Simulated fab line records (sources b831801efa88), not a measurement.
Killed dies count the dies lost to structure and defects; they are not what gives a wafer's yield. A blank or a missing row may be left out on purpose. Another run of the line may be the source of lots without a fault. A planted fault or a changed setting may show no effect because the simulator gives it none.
A struck lot beside a sound one / flow sky130 / 16 out of 708 route steps
Sound: wafers L591.1, L591.2, L591.6. Struck: wafers L598.1, L598.2, L598.6. The cause is named last.
At each step with rows: each side's tool, then ch and its chambers, then its first start. Under that, the readings that differ: sound wafers / struck wafers / difference of the means / sigmas: that difference in standard deviations of wafers without a fault.
alike: readings whose means differ by less than 2 such deviations, and words and numbers that are the same on both sides. not compared: withheld readings, readings that some wafer has no value for, bounds like >300 that may hide the same value, and numbers for which the record gives no deviation and whose values overlap.
A row with sigmas, a row that says differs or no value, or rows on one side alone: a step with any of these is where the two part. Numbers that have no deviation but don't overlap get no sigmas and don't part them. Lack of a reading on every wafer of one side parts them only where that side has two or more wafers.

first, 5 steps without rows for these wafers: SKY_SONOS_TUNNEL_COAT_02 (resist thk 1140 nm); SKY_SONOS_TUNNEL_SOFTBAKE_03 (time 60 s); SKY_SONOS_TUNNEL_EXPOSE_04 (exposes mask TUNM, target cd 410 nm); SKY_SONOS_TUNNEL_PEB_05; SKY_SONOS_TUNNEL_DEVELOP_06 (develop time 60 s).
SKY_SONOS_TUNNEL_CD_MEAS_07: the cd target is 410 nm.
  sound: cd sem-01 at day 13 13:10; struck: cd sem-02 at day 15 11:36
  alike: cd nm
SKY_SONOS_TUNNEL_OVL_MEAS_08:
  sound: overlay-02 at day 13 13:17; struck: overlay-01 at day 15 11:43
  alike: SONOS_TUNNEL_OVL
then, 3 steps without rows for these wafers: SKY_SONOS_TUNNEL_IMPLANT_09; SKY_SONOS_TUNNEL_WET_ETCH_10 (etches SiO2 in dHF, target depth 14 nm, time 280 s); SKY_SONOS_TUNNEL_STRIP_11 (strips in SPM, time 600 s).
SKY_SONOS_TUNNEL_TW_MEAS_12:
  sound: film metro-04 at day 13 13:44; struck: film metro-04 at day 15 12:10
  alike: SONOS_TUNNEL_TW
then, 1 step without rows for these wafers: SKY_SONOS_TUNNEL_CLEAN_13 (cleans in dHF, time 20 s).
SKY_SONOS_ONO_OXIDATION_00: stabilise 600 s, purge 300 s, target thk 2.6 nm.
  sound on furnace-01 ch 0, day 13 14:43; struck on furnace-02 ch 0, day 15 12:20
reading=spike tc bottom C (C); sound=816.4 817.2 815.6; struck=810.0 810.4 809.3; difference=-6.5; sigmas=-2
reading=spike tc centre C (C); sound=801.6 800.6 800.1; struck=789.0 788.1 789.5; difference=-11.9; sigmas=-11
reading=spike tc lower C (C); sound=802.1 798.7 800.4; struck=788.6 788.7 786.6; difference=-12.4; sigmas=-10
reading=spike tc upper C (C); sound=799.9 799.8 798.9; struck=786.7 787.7 787.6; difference=-12.2; sigmas=-9
reading=tube center temp C (C); sound=800.03 800.08 799.89; struck=788.14 788.14 788.32; difference=-11.80; sigmas=-99 or more
reading=tube_center_temp_C_max; sound=801.7 802.7 801.8; struck=790.9 789.8 791.1; difference=-11.5; sigmas=-30
reading=model.SiO2_of_SONOS_ONO_OXIDATION_00.thk nm (nm); sound=2.507 2.556 2.503; struck=2.046 2.101 2.103; difference=-0.439; sigmas=
SKY_SONOS_ONO_THK_MEAS_01:
  sound: film metro-02 at day 13 16:04; struck: film metro-03 at day 15 13:40
reading=SONOS_ONO_OXIDATION_THK (nm); sound=2.51 2.52 2.46; struck=2.03 2.12 2.10; difference=-0.41; sigmas=-6
then, 1 step without rows for these wafers: SKY_SONOS_ONO_CVD_02 (deposits Si3N4 from DCS/NH3, target thk 10.5 nm, time 180 s).
-- record jumps: 33 days separate the struck wafers' starts on either side; left off in module SONOS_ONO, taken up again in module PAD_OPEN, whose first shown step is the route's number 708 --
SKY_PAD_OPEN_PROBE_99:
  sound: prober-01 at day 47 14:56; struck: prober-02 at day 48 19:25
reading=model.etest.cap ono.gate log10 a cm2; sound=-7.908 -7.909 -7.889; struck=-6.869 -7.03 -6.938; difference=+0.956; sigmas=
reading=model.etest.cap ono.gate bv v (V); sound=16.24 16.37 16.39; struck=15.69 15.79 15.35; difference=-0.72; sigmas=
reading=model.etest.cap ono.tox acc nm (nm); sound=12.85 12.81 12.88; struck=11.97 12.2 12.11; difference=-0.75; sigmas=
reading=model.etest.sonos erased.vt v (V); sound=-2.306 -2.309 -2.262; struck=-2.638 -2.593 -2.591; difference=-0.315; sigmas=
reading=model.etest.sonos baked.vt less v (V); sound=-0.4801 -0.5069 -0.5185; struck=-0.8113 -0.6748 -0.6476; difference=-0.2094; sigmas=
  alike: killed_at_M0_to_M3, killed_at_M4_up, killed at contacts, killed at front end, killed at other, killed dies, killed open, killed short

WHERE THEY PART
Last at SKY_SONOS_ONO_THK_MEAS_01 as far as this record goes, first at SKY_SONOS_ONO_OXIDATION_00. Later steps at which nothing parts them and some readings are alike: SKY_PAD_OPEN_PROBE_99.

WHY: what the simulator had put in
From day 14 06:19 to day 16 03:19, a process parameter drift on furnace-02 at SKY_SONOS_ONO_OXIDATION_00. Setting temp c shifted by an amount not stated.
